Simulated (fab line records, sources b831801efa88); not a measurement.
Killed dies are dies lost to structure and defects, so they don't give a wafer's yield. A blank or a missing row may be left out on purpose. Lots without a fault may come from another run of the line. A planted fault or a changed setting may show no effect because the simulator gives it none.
fab line records | flow gf180mcu
record lots=6 wafers=18 last_day=34
route steps=602 shown M2@372 V2@382 M3@409 PASSIVATION@602
lots that met no fault: from a run of the same line without faults
start_h: hours from the record's first day to the start of the lot's first wafer shown | wait_h: hours since the lot's step before | " the same as in the row above | L1.1+2: a row that stands for several wafers | - no value, or no start given | * or withheld: withheld | < > ~ a bound
route shown NAME@n: a module of which the file shows steps, and the number in the route of the first | usual: mean/standard deviation of fault-free wafers | same: alike in all rows | chamber/n: place in a boat | sites: the reading at each site | _std_site: their standard deviation | _edge_site: outer sites' mean less inner sites' | radius_mm: how far each site lies from the wafer's centre | mask NAME#n: copy n | behind: the tool/chamber that last shaped the wafer | hold: why the lot was held/for how many hours/how that ended | device: the transistor (n, p or np) that didn't switch | end of line: the same wafers' tests at the end of the route | a step without rows: its recipe alone | killed: dies lost to structure and defects at the first sort, not the wafer's yield | map: a wafer's dies, x killed, . not, _ none there
set.NAME: the setting as run; set.NAME@STEP: as run at that earlier step | model.NAME: the simulator's own value behind a step, which no gauge read
lots at some steps of the route; a table a step, a row a wafer
services: from which hour (start_h, from the record's first day; less than 0 if before it) a tool's chamber was out of use, for how many hours, and why
## steps
# step GF_M2_SOFTBAKE_10
# recipe temp_c=130 time_s=60 resist=KrF
# step GF_M2_EXPOSE_11
# recipe mask_id=Metal2 target_cd_nm=280 na=0.68 source_shape=conventional sigma_outer=0.6 dose_mj=28
# step GF_M2_PEB_12
# recipe peb_temp_c=135 peb_time_s=90 resist=KrF
# step GF_M2_DEVELOP_13
# recipe develop_time_s=60 dev_temp_c=21
# step GF_M2_CD_MEAS_14
# recipe target_cd_nm=280
# usual cd_nm=280.5/1.3
# columns lot.wafer tool chamber start_h wait_h cd_nm
L796.1 cd_sem-01 - 460.55 0.1 283.4
L796.2 " - " " 282.4
L796.3 " - " " 282.3
L803.1 cd_sem-02 - 528.95 0.1 278.8
L803.2 " - " " 278.7
L803.4 " - " " 278.7
L804.1 cd_sem-02 - 540.30 0.1 279.1
L804.2 " - " " 280.1
L804.4 " - " " 279.1
L813.2 cd_sem-02 - 613.35 0.1 279.6
L813.3 " - " " 278.9
L813.6 " - " " 280.3
L815.2 cd_sem-01 - 621.92 0.1 281.1
L815.4 " - " " 281.5
L815.6 " - " " 279.1
L816.1 cd_sem-01 - 627.00 0.1 279.1
L816.3 " - " " 278.1
L816.6 " - " " 278.4
# step GF_M2_OVL_MEAS_15
# usual M2_OVL=-1/5.1
# columns lot.wafer tool chamber start_h wait_h M2_OVL[nm]
L796.1 overlay-02 - 460.67 0.1 -4
L796.2 " - " " -8
L796.3 " - " " -7
L803.1 overlay-02 - 529.07 0.1 -5
L803.2 " - " " 2
L803.4 " - " " -2
L804.1 overlay-01 - 540.42 0.1 -5
L804.2 " - " " 3
L804.4 " - " " 3
L813.2 overlay-02 - 613.45 0.1 2
L813.3 " - " " -11
L813.6 " - " " -2
L815.2 overlay-02 - 622.02 0.1 -5
L815.4 " - " " -4
L815.6 " - " " 2
L816.1 overlay-01 - 627.12 0.1 -8
L816.3 " - " " -2
L816.6 " - " " -1
# step GF_M2_METAL_ETCH_16
# recipe chemistry=Cl2/BCl3 mask_material=KrF target_depth_nm=627.5 stop_on=SiO2 pressure_mtorr=8 icp_w=800 bias_w=140 Cl2_flow_sccm=80 bcl3_flow_sccm=40 time_s=99.59
# step GF_M2_STRIP_17
# recipe chemistry=O2/N2 power_w=1400 pressure_mtorr=1500 platen_temp_c=250 o2_flow_sccm=3000 n2_flow_sccm=300 overash_fraction=0.5
# usual drypump_motor_current_A=6.0/0.5 heater_power_w=328/41 n2_flow_sccm=300.0/0.87 oes_product_au=0.563/0.0047 strip_time_to_endpoint_s=8.00/0.051
# columns lot.wafer tool chamber start_h wait_h drypump_motor_current_A heater_power_w n2_flow_sccm oes_product_au rf_hours_counter_h strip_time_to_endpoint_s
L796.1 plasma_asher-03 1 460.82 0.1 5.7 274 300.0 0.567 3 8.04
L796.2 " 0 " " 5.8 372 299.0 0.558 3 7.97
L796.3 " 1 " " 5.7 269 300.2 0.563 - 8.06
L803.1 plasma_asher-02 0 529.22 0.1 6.8 355 299.0 0.565 86 7.97
L803.2 " 1 " " 6.5 358 299.9 0.562 86 8.06
L803.4 " 1 " " 6.5 356 299.9 0.569 - 8.04
L804.1 plasma_asher-02 0 540.57 0.1 6.8 350 299.9 0.561 88 8.00
L804.2 " 1 " " 6.5 360 300.0 0.565 88 8.03
L804.4 " 0 " " 6.8 353 300.4 0.566 - 7.98
L813.2 plasma_asher-04 0 613.59 0.1 5.4 265 299.5 0.569 53 8.01
L813.3 " 0 " " 5.4 272 300.2 0.559 - 7.98
L813.6 " 1 " " 5.6 353 300.0 0.565 - 8.00
L815.2 plasma_asher-02 0 622.17 0.1 6.8 358 300.3 0.560 95 7.91
L815.4 " 1 " " 6.5 353 301.0 0.553 - 7.90
L815.6 " 0 " " 6.8 357 300.8 0.558 - 7.98
L816.1 plasma_asher-02 1 627.27 0.1 6.5 362 301.8 0.564 95 7.94
L816.3 " 1 " " 6.5 369 301.9 0.551 - 7.94
L816.6 " 1 " " 6.5 355 300.6 0.561 - 7.96
# step GF_M2_STRIP_18
# recipe chemistry=post_etch_residue_remover time_s=1200 temp_c=72.5
# step GF_M2_CLEAN_19
# recipe chemistry=DIW dry=n2_spin
# step GF_V2_CVD_00
# recipe material=SiO2 target_thk_nm=600 sigma_open_frac=0.3 temp_c=400 time_s=100 sih4_flow_sccm=60 pressure_mtorr=6
# step GF_V2_THK_MEAS_01
# recipe reads=SiO2_of_V2_CVD_00
# usual V2_CVD_00_THK=598/6.6
# columns lot.wafer tool chamber start_h wait_h V2_CVD_00_THK[nm]
L796.1 film_metro-02 - 461.43 0.0 605
L796.2 " - " " 602
L796.3 " - " " 606
L803.1 film_metro-04 - 529.83 0.0 591
L803.2 " - " " 600
L803.4 " - " " 600
L804.1 film_metro-04 - 541.18 0.0 591
L804.2 " - " " 592
L804.4 " - " " 583
L813.2 film_metro-04 - 614.24 0.0 585
L813.3 " - " " 590
L813.6 " - " " 597
L815.2 film_metro-01 - 622.78 0.0 612
L815.4 " - " " 609
L815.6 " - " " 608
L816.1 film_metro-04 - 627.88 0.0 607
L816.3 " - " " 599
L816.6 " - " " 604
# step GF_V2_CVD_02
# recipe material=SiO2 target_thk_nm=850 precursor=TEOS temp_c=400 time_s=94.851 rf_w=600
# usual heater_power_w=645/130 susceptor_temp_C=400.00/0.21
# columns lot.wafer tool chamber start_h wait_h heater_power_w susceptor_temp_C model.SiO2_of_V2_CVD_02.thk_nm
L796.1 pecvd-01 2 461.49 0.1 457 399.70 843.5
L796.2 " 0 " " 527 399.88 839.6
L796.3 " 1 " " 705 400.11 836.5
L803.1 pecvd-03 2 529.89 0.1 889 399.97 528.3
L803.2 " 1 " " 622 400.38 512.9
L803.4 " 1 " " 666 400.03 515.3
L804.1 pecvd-03 0 541.24 0.1 584 400.39 520.4
L804.2 " 2 " " 883 400.38 521.1
L804.4 " 0 " " 648 400.06 527.1
L813.2 pecvd-03 1 614.29 0.0 671 400.00 854.4
L813.3 " 2 " " 902 399.87 855
L813.6 " 2 " " 735 399.87 870.3
L815.2 pecvd-01 1 622.83 0.0 744 400.34 841.7
L815.4 " 2 " " 425 400.05 867.2
L815.6 " 0 " " 397 400.19 864.9
L816.1 pecvd-01 2 627.94 0.1 516 399.92 857.6
L816.3 " 0 " " 448 399.99 861.1
L816.6 " 1 " " 737 400.37 870.5
# step GF_V2_THK_MEAS_03
# recipe reads=SiO2_of_V2_CVD_02
# usual V2_CVD_02_THK=852/11
# columns lot.wafer tool chamber start_h wait_h V2_CVD_02_THK[nm]
L796.1 film_metro-02 - 461.62 0.1 844
L796.2 " - " " 839
L796.3 " - " " 836
L803.1 film_metro-04 - 529.97 0.0 528
L803.2 " - " " 513
L803.4 " - " " 515
L804.1 film_metro-02 - 541.31 0.0 520
L804.2 " - " " 522
L804.4 " - " " 527
L813.2 film_metro-01 - 614.37 0.0 854
L813.3 " - " " 855
L813.6 " - " " 870
L815.2 film_metro-01 - 622.91 0.0 842
L815.4 " - " " 867
L815.6 " - " " 864
L816.1 film_metro-01 - 628.00 0.0 857
L816.3 " - " " 861
L816.6 " - " " 870
# step GF_V2_CMP_04
# recipe material=SiO2 down_force_psi=4 platen_rpm=60 pad_velocity_m_s=0.94248
# usual motor_current_A=12.0/1 time_to_endpoint_s=81/6.3
# columns lot.wafer tool chamber start_h wait_h motor_current_A time_to_endpoint_s
L796.1 cmp-01 3 461.73 0.1 10.9 79
L796.3 " 0 " " 11.6 72
L796.2 " 1 " " 12.5 77
L803.2 cmp-01 1 530.03 0.0 12.6 -
L803.1 " 2 " " 10.3 -
L803.4 " 0 " " 11.8 -
L804.1 cmp-01 0 541.37 0.1 11.3 -
L804.4 " 2 " " 10.5 -
L804.2 " 3 " " 11.6 -
L813.2 cmp-02 1 614.47 0.1 13.3 85
L813.3 " 3 " " 12.8 90
L813.6 " 0 " " 12.7 95
L815.2 cmp-02 0 623.01 0.1 12.8 82
L815.4 " 2 " " 12.0 94
L815.6 " 0 " " 12.7 91
L816.3 cmp-02 3 628.11 0.1 13.3 90
L816.1 " 1 " " 13.1 81
L816.6 " 3 " " 13.0 95
# step GF_V2_BOW_MEAS_05
# recipe mode=bow
# usual V2_BOW=102/8.4
# columns lot.wafer tool chamber start_h wait_h V2_BOW[um]
L796.1 film_metro-02 - 462.04 0.3 95
L796.2 " - " " 106
L796.3 " - " " 99
L803.1 film_metro-02 - 530.33 0.2 102
L803.2 " - " " 97
L803.4 " - " " 98
L804.1 film_metro-02 - 541.67 0.2 97
L804.2 " - " " 92
L804.4 " - " " 86
L813.2 film_metro-02 - 614.74 0.2 104
L813.3 " - " " 108
L813.6 " - " " 100
L815.2 film_metro-01 - 623.28 0.2 110
L815.4 " - " " 104
L815.6 " - " " 113
L816.1 film_metro-01 - 628.36 0.1 101
L816.3 " - " " 95
L816.6 " - " " 94
# step GF_V2_DEHYDRATE_06
# recipe temp_c=200 time_s=60
# step GF_V2_HMDS_07
# recipe prime_time_s=60 prime_temp_c=120
# step GF_V2_COAT_08
# recipe resist=BARC temp_c=withheld time_s=withheld spin_rpm=withheld resist_thk_nm=withheld
# step GF_V2_COAT_09
# recipe resist=KrF spin_rpm=withheld resist_thk_nm=1000
# step GF_V2_SOFTBAKE_10
# recipe temp_c=130 time_s=60 resist=KrF
# step GF_V2_EXPOSE_11
# recipe mask_id=Via2 target_cd_nm=260 na=0.68 source_shape=conventional sigma_outer=0.6 dose_mj=38
# step GF_V2_PEB_12
# recipe peb_temp_c=135 peb_time_s=90 resist=KrF
# step GF_V2_DEVELOP_13
# recipe develop_time_s=60 resist=KrF dev_temp_c=21
# step GF_V2_CD_MEAS_14
# recipe target_cd_nm=260
# usual cd_nm=259.4/1.2
# columns lot.wafer tool chamber start_h wait_h cd_nm
L796.1 cd_sem-01 - 486.56 0.1 257.7
L796.2 " - " " 259.3
L796.3 " - " " 257.7
L803.1 cd_sem-01 - 553.56 0.1 259.7
L803.2 " - " " 259.7
L803.4 " - " " 260.7
L804.1 cd_sem-01 - 564.21 0.1 257.9
L804.2 " - " " 258.3
L804.4 " - " " 259.0
L813.2 cd_sem-01 - 635.65 0.1 260.6
L813.3 " - " " 260.4
L813.6 " - " " 260.6
L815.2 cd_sem-02 - 643.09 0.1 257.8
L815.4 " - " " 257.7
L815.6 " - " " 258.5
L816.1 cd_sem-01 - 648.66 0.1 259.5
L816.3 " - " " 260.1
L816.6 " - " " 260.2
# step GF_V2_OVL_MEAS_15
# usual V2_OVL=1/5.9
# columns lot.wafer tool chamber start_h wait_h V2_OVL[nm]
L796.1 overlay-01 - 486.68 0.1 -4
L796.2 " - " " -6
L796.3 " - " " -5
L803.1 overlay-02 - 553.68 0.1 -3
L803.2 " - " " -3
L803.4 " - " " 1
L804.1 overlay-02 - 564.33 0.1 9
L804.2 " - " " -1
L804.4 " - " " 5
L813.2 overlay-01 - 635.75 0.1 0
L813.3 " - " " -4
L813.6 " - " " -5
L815.2 overlay-02 - 643.20 0.1 4
L815.4 " - " " 1
L815.6 " - " " 5
L816.1 overlay-02 - 648.78 0.1 -3
L816.3 " - " " -2
L816.6 " - " " -5
# step GF_V2_ETCH_16
# recipe chemistry=N2/H2 target_depth_a=withheld overetch_a=withheld time_s=withheld target=BARC ion_energy_ev=200 source_w=500 bias_w=100 pressure_mtorr=30 n2_flow_sccm=100 h2_flow_sccm=200
# step GF_V2_ETCH_17
# recipe chemistry=C4F8/O2/Ar mask_material=KrF target=SiO2 stop_on=TiN source_w=1500 bias_w=1200 pressure_mtorr=40 c4f8_flow_sccm=withheld O2_flow_sccm=6 Ar_flow_sccm=300 time_s=withheld target_depth_a=6300
# usual oes_product_au=0.856/0.0046
# columns lot.wafer tool chamber start_h wait_h oes_product_au model.V2.feature_depth_nm model.etch.depth_nm
L796.1 rie_diel-04 2 - - 0.857 633.3 633.3
L796.2 " 1 " " 0.861 633.7 633.7
L796.3 " 0 " " 0.863 632 632
L803.1 rie_diel-03 2 - - 0.773 528.3 528.3
L803.2 " 3 " " 0.763 512.9 512.9
L803.4 " 1 " " 0.760 515.3 515.3
L804.1 rie_diel-04 1 - - 0.774 520.4 520.4
L804.2 " 2 " " 0.769 521.1 521.1
L804.4 " 3 " " 0.779 527.1 527.1
L813.2 rie_diel-01 3 - - 0.853 631.2 631.2
L813.3 " 0 " " 0.851 633 633
L813.6 " 0 " " 0.854 634.6 634.6
L815.2 rie_diel-03 0 - - 0.859 633 633
L815.4 " 2 " " 0.852 634.2 634.2
L815.6 " 3 " " 0.862 634.8 634.8
L816.1 rie_diel-03 0 - - 0.857 633.2 633.2
L816.3 " 2 " " 0.858 634 634
L816.6 " 3 " " 0.858 634.1 634.1
# step GF_V2_STRIP_18
# recipe chemistry=O2/N2 power_w=1400 pressure_mtorr=1500 platen_temp_c=250 o2_flow_sccm=3000 n2_flow_sccm=300 overash_fraction=0.5
# usual drypump_motor_current_A=6.1/0.52 heater_power_w=331/33 n2_flow_sccm=300.0/0.8 oes_product_au=0.594/0.0048
# columns lot.wafer tool chamber start_h wait_h drypump_motor_current_A heater_power_w n2_flow_sccm oes_product_au rf_hours_counter_h
L796.1 plasma_asher-01 0 486.85 - 5.7 299 299.0 0.599 73
L796.2 " 1 " " 5.9 320 300.5 0.591 73
L796.3 " 1 " " 5.9 318 299.7 0.593 -
L803.1 plasma_asher-04 1 553.85 - 5.6 348 299.6 0.597 47
L803.2 " 0 " " 5.4 265 300.8 0.600 47
L803.4 " 1 " " 5.6 354 298.1 0.599 -
L804.1 plasma_asher-02 1 564.50 - 6.5 359 299.9 0.595 89
L804.2 " 0 " " 6.8 355 299.8 0.594 89
L804.4 " 0 " " 6.8 358 300.9 0.597 -
L813.2 plasma_asher-01 0 635.91 - 5.7 306 299.4 0.596 90
L813.3 " 1 " " 5.9 322 300.8 0.606 -
L813.6 " 1 " " 5.9 316 300.3 0.595 -
L815.2 plasma_asher-02 0 643.36 - 6.8 348 298.7 0.589 97
L815.4 " 0 " " 6.8 362 299.3 0.597 -
L815.6 " 0 " " 6.8 358 299.2 0.594 -
L816.1 plasma_asher-04 0 648.95 - 5.4 268 301.1 0.599 57
L816.3 " 1 " " 5.6 352 299.1 0.594 -
L816.6 " 1 " " 5.6 343 299.5 0.593 -
# step GF_V2_STRIP_19
# recipe chemistry=post_etch_residue_remover time_s=1200 temp_c=72.5
# step GF_V2_CLEAN_20
# recipe chemistry=DIW dry=n2_spin
# step GF_V2_SPUTTER_21
# recipe material=Ti target_thk_nm=15 chamber_pressure_pa=5 power_w=2500 substrate_temp_c=200 time_s=80.02
# usual throttle_valve_pct=29.7/0.97
# columns lot.wafer tool chamber start_h wait_h throttle_valve_pct
L796.1 pvd_sputter-01 - 487.38 0.0 29.1
L796.2 " - " " 29.8
L796.3 " - " " 29.5
L803.1 pvd_sputter-01 - 554.38 0.0 29.6
L803.2 " - " " 29.1
L803.4 " - " " 29.9
L804.1 pvd_sputter-04 - 565.03 0.0 30.9
L804.2 " - " " 30.5
L804.4 " - " " 29.2
L813.2 pvd_sputter-01 - 636.45 0.0 28.4
L813.3 " - " " 29.4
L813.6 " - " " 28.9
L815.2 pvd_sputter-04 - 643.89 0.0 30.6
L815.4 " - " " 29.3
L815.6 " - " " 30.5
L816.1 pvd_sputter-01 - 649.48 0.0 28.5
L816.3 " - " " 28.9
L816.6 " - " " 28.5
# step GF_V2_SPUTTER_22
# recipe material=TiN target_thk_nm=10 chamber_pressure_pa=5.128 power_w=4000 time_s=40
# step GF_V2_CVD_23
# recipe material=W target_thk_nm=350 time_s=104.94 temp_c=400 pressure_torr=40
# usual heater_power_w=954/110 susceptor_temp_C=400.01/0.22
# columns lot.wafer tool chamber start_h wait_h heater_power_w susceptor_temp_C
L796.1 cvd_w-02 1 487.48 0.0 876 399.88
L796.2 " 0 " " 882 400.17
L796.3 " 0 " " 897 400.02
L803.1 cvd_w-01 1 554.48 0.0 1158 400.13
L803.2 " 0 " " 1046 399.99
L803.4 " 1 " " 1129 399.91
L804.1 cvd_w-02 0 565.13 0.0 889 400.26
L804.2 " 1 " " 902 400.18
L804.4 " 0 " " 874 399.92
L813.2 cvd_w-02 1 636.55 0.0 881 400.07
L813.3 " 0 " " 882 400.19
L813.6 " 0 " " 917 399.92
L815.2 cvd_w-01 1 643.99 0.0 1184 399.54
L815.4 " 1 " " 1173 399.49
L815.6 " 1 " " 1174 399.56
L816.1 cvd_w-02 0 649.58 0.0 900 399.48
L816.3 " 1 " " 895 399.83
L816.6 " 0 " " 893 400.06
# step GF_V2_RS_MEAS_24
# recipe thk_meas_gauge=four-point-probe reads=W_of_V2_CVD_23+TiN_of_V2_SPUTTER_22+Ti_of_V2_SPUTTER_21
# usual V2_W_RS=0.330/0.0037
# columns lot.wafer tool chamber start_h wait_h V2_W_RS[ohm/sq]
L796.1 film_metro-04 - 487.59 0.1 0.330
L796.2 " - " " 0.327
L796.3 " - " " 0.329
L803.1 film_metro-04 - 554.59 0.1 0.325
L803.2 " - " " 0.324
L803.4 " - " " 0.327
L804.1 film_metro-02 - 565.24 0.1 0.318
L804.2 " - " " 0.331
L804.4 " - " " 0.329
L813.2 film_metro-02 - 636.68 0.1 0.331
L813.3 " - " " 0.329
L813.6 " - " " 0.325
L815.2 film_metro-04 - 644.13 0.1 0.325
L815.4 " - " " 0.322
L815.6 " - " " 0.324
L816.1 film_metro-02 - 649.69 0.1 0.330
L816.3 " - " " 0.331
L816.6 " - " " 0.331
# step GF_V2_THK_MEAS_25
# recipe thk_meas_gauge=xrf reads=W_of_V2_CVD_23
# usual V2_W_THK=375/4.8
# columns lot.wafer tool chamber start_h wait_h V2_W_THK[nm]
L796.1 film_metro-04 - 487.71 0.1 376
L796.2 " - " " 379
L796.3 " - " " 377
L803.1 film_metro-04 - 554.71 0.1 380
L803.2 " - " " 382
L803.4 " - " " 379
L804.1 film_metro-02 - 565.36 0.1 391
L804.2 " - " " 373
L804.4 " - " " 375
L813.2 film_metro-02 - 636.79 0.1 370
L813.3 " - " " 377
L813.6 " - " " 379
L815.2 film_metro-04 - 644.24 0.1 380
L815.4 " - " " 386
L815.6 " - " " 384
L816.1 film_metro-02 - 649.81 0.1 375
L816.3 " - " " 370
L816.6 " - " " 370
# step GF_V2_CMP_26
# recipe stop_on=SiO2 down_force_psi=3.5 platen_rpm=60 t_overpolish_s=15 target_thk_nm=0 pad_velocity_m_s=0.94248
# usual motor_current_A=11.2/0.85 overpolish_run_s=15.000/0.0094 time_to_endpoint_s=85/3.2
# columns lot.wafer tool chamber start_h wait_h motor_current_A overpolish_run_s time_to_endpoint_s model.SiO2_of_V2_CVD_02.thk_nm
L796.3 cmp-02 0 487.77 0.0 11.5 15.003 83 628.2
L796.2 " 2 " " 11.4 15.001 82 629.9
L796.1 " 3 " " 11.5 15.001 84 629.6
L803.1 cmp-02 1 554.82 0.1 12.1 14.993 79 524.5
L803.2 " 2 " " 10.9 15.006 83 509.1
L803.4 " 3 " " 12.0 15.006 85 511.5
L804.4 cmp-01 3 565.42 0.0 10.5 14.992 86 523.3
L804.2 " 1 " " 11.0 14.985 84 517.3
L804.1 " 2 " " 9.5 14.996 94 516.6
L813.2 cmp-02 1 636.89 0.1 12.4 15.014 85 627.4
L813.3 " 3 " " 12.3 15.001 85 629.2
L813.6 " 0 " " 11.5 14.998 89 630.8
L815.4 cmp-01 1 644.29 0.0 11.5 14.983 87 630.4
L815.2 " 0 " " 11.4 15.001 84 629.2
L815.6 " 2 " " 9.2 14.982 90 631
L816.1 cmp-02 2 649.87 0.1 10.5 14.976 87 629.5
L816.3 " 1 " " 12.1 15.006 79 630.3
L816.6 " 2 " " 10.9 14.997 84 630.3
# step GF_M3_SPUTTER_00
# recipe material=Ti target_thk_nm=37.5 arriving_ion_energy_ev=80 substrate_temp_c=200 chamber_pressure_pa=2 power_w=4000 time_s=154.7
# step GF_PASSIVATION_PROBE_99
# columns lot.wafer tool chamber start_h wait_h model.etest.met3_comb.leak_log10_a_um model.etest.via2_chain.rc_ohm
L796.1 prober-01 - 693.57 0.1 -11.63 6.481
L796.2 prober-01 - 693.62 0.1 -11.87 6.506
L796.3 prober-01 - 693.67 0.2 -12.01 6.447
L803.1 prober-02 - 744.06 0.1 -7.047 6.057
L803.2 prober-02 - 744.11 0.1 -7.26 6.133
L803.4 prober-02 - 744.21 0.2 -7.153 6.161
L804.1 prober-01 - 754.36 0.1 -7.047 6.039
L804.2 prober-01 - 754.41 0.1 -7.225 6.516
L804.4 prober-01 - 754.51 0.2 -7.089 6.306
L813.2 prober-01 - 808.00 0.1 -12.02 6.411
L813.3 prober-01 - 808.05 0.2 -12.08 6.231
L813.6 prober-01 - 808.20 0.2 -11.99 6.409
L815.2 prober-01 - 813.91 0.1 -11.95 6.575
L815.4 prober-01 - 814.01 0.2 -11.65 6.11
L815.6 prober-01 - 814.11 0.2 -12.01 6.473
L816.1 prober-02 - 816.50 0.1 -11.94 6.493
L816.3 prober-02 - 816.60 0.2 -11.99 6.739
L816.6 prober-02 - 816.75 0.2 -11.9 6.081
# killed by level:class
L796.1 V1:geometric_particle:open=5 V4:geometric_particle:open=4 CONTACT:geometric_particle:open=3 V5:geometric_particle:open=3 STI:geometric_particle:open=2 STI:geometric_particle:short=2 POLY_GATE:geometric_particle:open=2 CONTACT:geometric_particle:short=2
L796.2 CONTACT:geometric_particle:open=6 V4:geometric_particle:open=5 M2:geometric_particle:short=3 STI:geometric_particle:short=2 V3:geometric_particle:open=2 SALICIDE:geometric_particle:open=2 M1:geometric_particle:short=2 V1:geometric_particle:short=2
L796.3 CONTACT:geometric_particle:open=7 V1:geometric_particle:open=4 V2:geometric_particle:open=4 V5:geometric_particle:open=4 STI:geometric_particle:open=3 V3:geometric_particle:short=3 M1:geometric_particle:short=3 V4:geometric_particle:open=3
L813.2 CONTACT:geometric_particle:open=6 V5:geometric_particle:open=6 V1:geometric_particle:open=4 M4:geometric_particle:short=4 M5:geometric_particle:short=4 V3:geometric_particle:open=3 V4:geometric_particle:open=3 V5:geometric_particle:short=3
L813.3 V4:geometric_particle:open=5 CONTACT:geometric_particle:open=4 V2:geometric_particle:open=4 V1:geometric_particle:open=3 V2:geometric_particle:short=3 CONTACT:geometric_particle:short=2 M1:geometric_particle:short=2 M2:geometric_particle:short=2
L813.6 V1:geometric_particle:open=5 V1:geometric_particle:short=5 M1:geometric_particle:short=4 V3:geometric_particle:short=4 CONTACT:geometric_particle:open=3 STI:geometric_particle:short=2 V2:geometric_particle:short=2 V3:geometric_particle:open=2
L815.2 V2:geometric_particle:open=7 CONTACT:geometric_particle:open=6 V4:geometric_particle:open=6 V5:geometric_particle:open=5 CONTACT:geometric_particle:short=4 M2:geometric_particle:short=3 M3:geometric_particle:short=3 V3:geometric_particle:open=3
L815.4 V3:geometric_particle:open=9 V4:geometric_particle:open=6 M5:geometric_particle:short=4 CONTACT:geometric_particle:open=3 V1:geometric_particle:open=3 V2:geometric_particle:short=3 V4:geometric_particle:short=3 STI:geometric_particle:short=2
L815.6 V5:geometric_particle:open=7 V1:geometric_particle:open=6 STI:geometric_particle:short=3 M2:geometric_particle:short=3 V2:geometric_particle:open=3 V3:geometric_particle:short=3 V4:geometric_particle:open=3 V5:geometric_particle:short=3
L816.1 CONTACT:geometric_particle:open=9 V1:geometric_particle:open=5 V2:geometric_particle:open=5 V5:geometric_particle:open=3 POLY_GATE:geometric_particle:open=2 POLY_GATE:geometric_particle:short=2 M1:geometric_particle:short=2 M5:geometric_particle:short=2
L816.3 STI:geometric_particle:open=4 CONTACT:geometric_particle:open=4 V1:geometric_particle:short=3 M2:geometric_particle:short=3 V3:geometric_particle:open=3 STI:geometric_particle:short=2 M1:geometric_particle:open=2 M1:geometric_particle:short=2
L816.6 V1:geometric_particle:open=7 STI:geometric_particle:short=5 V4:geometric_particle:open=5 V5:geometric_particle:open=5 V2:geometric_particle:open=4 STI:geometric_particle:open=3 CONTACT:geometric_particle:open=3 CONTACT:geometric_particle:short=3
## services
# columns tool chamber start_h hours kind
plasma_asher-04 - 442.95 3.0 repair
pecvd-03 - 459.51 3.2 repair
rie_diel-04 1 459.76 12.7 repair
cmp-01 - 466.70 1.0 repair
cvd_w-02 - 479.35 1.3 repair
cvd_w-02 0 479.41 2.6 repair
cmp-01 - 480.65 5.1 repair
rie_diel-03 3 507.00 6.6 repair
cmp-01 - 520.06 1.1 repair
plasma_asher-04 - 525.43 10.4 pm
pvd_sputter-01 - 532.12 3.2 repair
cvd_w-02 - 539.56 6.0 pm
plasma_asher-02 - 541.26 15.6 pm
rie_diel-03 3 547.20 6.3 repair
pvd_sputter-01 - 548.85 2.0 repair
rie_diel-03 - 562.89 2.8 pm
plasma_asher-04 - 571.17 4.1 repair
cmp-01 - 572.11 4.0 pm
cvd_w-02 - 581.61 0.8 repair
pecvd-01 - 591.12 14.0 pm
rie_diel-03 - 606.55 0.5 repair
pvd_sputter-01 - 612.34 6.5 repair
pvd_sputter-01 - 623.78 6.4 repair
rie_diel-03 1 630.48 125.3 repair
## key
first_sign step=GF_V2_THK_MEAS_03 reading=V2_CVD_02_THK direction=down sigmas=29 usual=852 struck=521
effect step=GF_V2_ETCH_17 reading=oes_product_au direction=down sigmas=19 usual=0.856 struck=0.770
model_effect step=GF_V2_CVD_02 value=SiO2_of_V2_CVD_02.thk_nm without=847.6 struck=520.9
model_effect step=GF_V2_ETCH_17 value=V2.feature_depth_nm without=634.4 struck=520.9
model_effect step=GF_V2_CMP_26 value=SiO2_of_V2_CVD_02.thk_nm without=630.6 struck=517.1
model_effect step=GF_PASSIVATION_PROBE_99 value=etest.met3_comb.leak_log10_a_um without=-11.99 struck=-7.137
met_at GF_V2_CVD_02
struck_wafers L803.1,L803.2,L803.4,L804.1,L804.2,L804.4
sort_left_out L803.1,L803.2,L803.4,L804.1,L804.2,L804.4
fault kind=process_parameter_drift tool=pecvd-03 chamber=- onset_h=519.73 steps=GF_V2_CVD_02 channel=target_thk_nm offset=-327.57 shape=step end_h=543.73 acts_in=these_recipes_only stated=850
# sort_left_out: the simulated sort isn't trusted on such a fault, so these wafers' sort isn't shown, and their yield isn't known
